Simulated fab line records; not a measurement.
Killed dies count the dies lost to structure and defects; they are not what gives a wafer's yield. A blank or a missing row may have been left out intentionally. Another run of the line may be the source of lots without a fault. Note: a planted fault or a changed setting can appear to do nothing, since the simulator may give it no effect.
Which tool is to blame? -- flow sky130 -- 30 wafers from 10 lots sampled at 6 of the route's 708 steps

== WHAT THE GAUGES SHOWED, per wafer ==
SKY_CONTACT_THK_MEAS_03.
lot,measured,on,CONTACT_HDPCVD_THK (nm)
L985,day 30 06:08,filmMetro-04,560 562 570
L987,day 30 11:50,filmMetro-03,553 554 558
L988,day 30 20:47,filmMetro-03,555 563 559
L992,day 32 04:47,filmMetro-02,563 552 563
L101,day 36 02:28,filmMetro-03,563 560 559
L100,day 36 12:56,filmMetro-04,560 559 572
L102,day 36 14:34,filmMetro-03,568 555 569
L105,day 37 03:16,filmMetro-02,554 556 558
L106,day 37 04:13,filmMetro-02,570 580 571
L107,day 37 14:29,filmMetro-03,564 565 565

SKY_CONTACT_OVL_MEAS_15.
lot,measured,on,CONTACT_OVL (nm)
L985,day 31 10:28,overlay-02,-6 6 -4
L987,day 31 16:49,overlay-01,-5 -18 -7
L988,day 32 00:26,overlay-02,-11 -6 -3
L992,day 33 07:58,overlay-02,-7 -4 -3
L101,day 37 04:46,overlay-02,-7 -13 -1
L100,day 37 15:14,overlay-01,-2 -3 0
L102,day 37 16:49,overlay-02,-9 -9 -7
L105,day 38 05:13,overlay-01,0 -8 0
L106,day 38 07:00,overlay-01,-2 -11 -12
L107,day 38 17:18,overlay-01,-4 -3 -8

SKY_METAL1_RS_MEAS_05: measurement is done with a four-point probe.
lot,measured,on,METAL1_ALCU_RS (ohm/sq)
L985,day 31 12:03,filmMetro-04,0.1267 0.1295 0.1277
L987,day 31 18:25,filmMetro-02,0.1255 0.1265 0.1255
L988,day 32 01:59,filmMetro-01,0.1300 0.1286 0.1293
L992,day 33 09:38,filmMetro-01,0.1248 0.1266 0.1257
L101,day 37 06:22,filmMetro-02,0.1260 0.1270 0.1264
L100,day 37 17:17,filmMetro-01,0.1017 0.1017 0.1010
L102,day 37 18:49,filmMetro-04,0.1026 0.1031 0.1027
L105,day 38 06:49,filmMetro-04,0.1296 0.1254 0.1270
L106,day 38 08:36,filmMetro-02,0.1249 0.1253 0.1243
L107,day 38 18:54,filmMetro-01,0.1253 0.1260 0.1277

SKY_METAL1_THK_MEAS_06: measures by xrf.
lot,measured,on,METAL1_ALCU_THK (nm)
L985,day 31 12:10,filmMetro-04,248.3 241.2 245.6
L987,day 31 18:30,filmMetro-02,248.2 244.9 247.5
L988,day 32 02:06,filmMetro-01,241.7 241.8 241.5
L992,day 33 09:46,filmMetro-01,249.7 246.1 249.5
L101,day 37 06:29,filmMetro-02,248.6 245.4 246.8
L100,day 37 17:24,filmMetro-01,303.7 308.3 308.2
L102,day 37 18:56,filmMetro-04,302.3 298.8 301.2
L105,day 38 06:56,filmMetro-04,241.7 247.8 244.1
L106,day 38 08:43,filmMetro-02,249.0 249.1 252.2
L107,day 38 19:01,filmMetro-01,249.9 247.4 245.4

== TOOL THAT RAN EACH LOT (tool first, then ch and the chambers of the sampled wafers, then the start) ==
lot,SKY_LOCAL_INTERCONNECT_ETCH_13,SKY_METAL1_SPUTTER_02
L985,"rieMetal-03 ch 0,1, day 30 05:16","pvdSputter-02, day 31 11:58"
L987,"rieMetal-02 ch 0,1, day 30 10:58","pvdSputter-01, day 31 18:16"
L988,"rieMetal-04 ch 0,1, day 30 19:55","pvdSputter-02, day 32 01:53"
L992,"rieMetal-04 ch 0, day 32 03:28","pvdSputter-01, day 33 09:32"
L101,"rieMetal-04 ch 0,1, day 36 01:34","pvdSputter-01, day 37 06:16"
L100,"rieMetal-03 ch 0,1, day 36 11:55","pvdSputter-01, day 37 17:11"
L102,"rieMetal-04 ch 0, day 36 13:40","pvdSputter-01, day 37 18:43"
L105,"rieMetal-03 ch 0,1, day 37 02:24","pvdSputter-02, day 38 06:43"
L106,"rieMetal-04 ch 0,1, day 37 03:21","pvdSputter-04, day 38 08:31"
L107,"rieMetal-04 ch 0,1, day 37 13:28","pvdSputter-04, day 38 18:49"
- SKY_LOCAL_INTERCONNECT_ETCH_13: etches BARC in N2/H2, stops on SiO2, time 45.9 s, target depth 60 nm.
- SKY_METAL1_SPUTTER_02: material AlCu, target thk 250 nm, time 13.3 s.

== AS READ BY THE TOOLS THEMSELVES (means over the sampled wafers that have a number; for cases with no such wafer, the mark the record gives instead) ==
SKY_LOCAL_INTERCONNECT_ETCH_13.
lot,tool,drypumpMotorCurrentA (A),oesProductAu (a.u.),throttleValvePct (%)
L985,rieMetal-03,6.04,0.857,13.221
L987,rieMetal-02,5.67,0.856,13.233
L988,rieMetal-04,6.17,0.851,13.222
L992,rieMetal-04,6.09,0.854,13.223
L101,rieMetal-04,6.17,0.854,13.221
L100,rieMetal-03,5.89,0.852,13.229
L102,rieMetal-04,6.09,0.857,13.217
L105,rieMetal-03,6.02,0.854,13.227
L106,rieMetal-04,6.18,0.858,13.235
L107,rieMetal-04,6.27,0.855,13.227

SKY_METAL1_SPUTTER_02.
lot,tool,cathodeDcPowerW (W),throttleValvePct (%)
L985,pvdSputter-02,10600,30.1
L987,pvdSputter-01,10600,29.1
L988,pvdSputter-02,10600,30.1
L992,pvdSputter-01,10601,28.3
L101,pvdSputter-01,10603,29.1
L100,pvdSputter-01,13048,28.8
L102,pvdSputter-01,13048,27.8
L105,pvdSputter-02,10601,30.0
L106,pvdSputter-04,10601,29.3
L107,pvdSputter-04,10601,29.6

== THE ANSWER, worked out from the rows above alone ==
Rule: what is usual is taken from the lots themselves. The widest of any qualifying gaps counts: lots, ordered by their means at a reading, are off when they make up no more than a third of the lots, leave a main group of 4 or more, and stand apart from it by 3 or more times the standard deviation of that group's means. The tables above print the reading to a certain number of digits; a main group whose means all agree to those digits is not used. Also off: a lot with no number at a reading for which 4 or more lots have one. All remaining lots with rows at the step are treated as sound. The gauges are gone through in route order, then the tools' own readings, and for those a lot's mean is taken as printed above. At the first step where some lot is off, the reading lying furthest off is the one used; lots without a number count as furthest.
Off: L100, L102, seen at SKY_METAL1_RS_MEAS_05 (METAL1_ALCU_RS). The main group: mean 0.1267 ohm/sq, standard deviation 0.0013.
A tool fits if, at a process step before that reading, it ran every lot that is off, and no sound lot after the first of them. Not tried: the gauges at SKY_METAL1_RS_MEAS_05; whatever is off there is also off at SKY_METAL1_SPUTTER_02, on other tools, and gauge error can't account for it. One fits: pvdSputter-01 at SKY_METAL1_SPUTTER_02. A fault onset in the window from L101 (day 37 06:16, its last sound lot) to L100 (day 37 17:11, its first lot off) fits.
On the lots that are off, the tool's own readings at SKY_METAL1_SPUTTER_02 differ by more than 5 times the standard deviation of the sound lots' means, which bears it out; cathodeDcPowerW reads 13048 W there versus 10601 W on the sound lots.

== WHAT THE SIMULATOR HAD INSERTED ==
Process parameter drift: pvdSputter-01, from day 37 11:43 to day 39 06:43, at SKY_METAL1_SPUTTER_02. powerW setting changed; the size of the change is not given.
Struck lots among those shown: L100, L102. The same result came from the rule above.
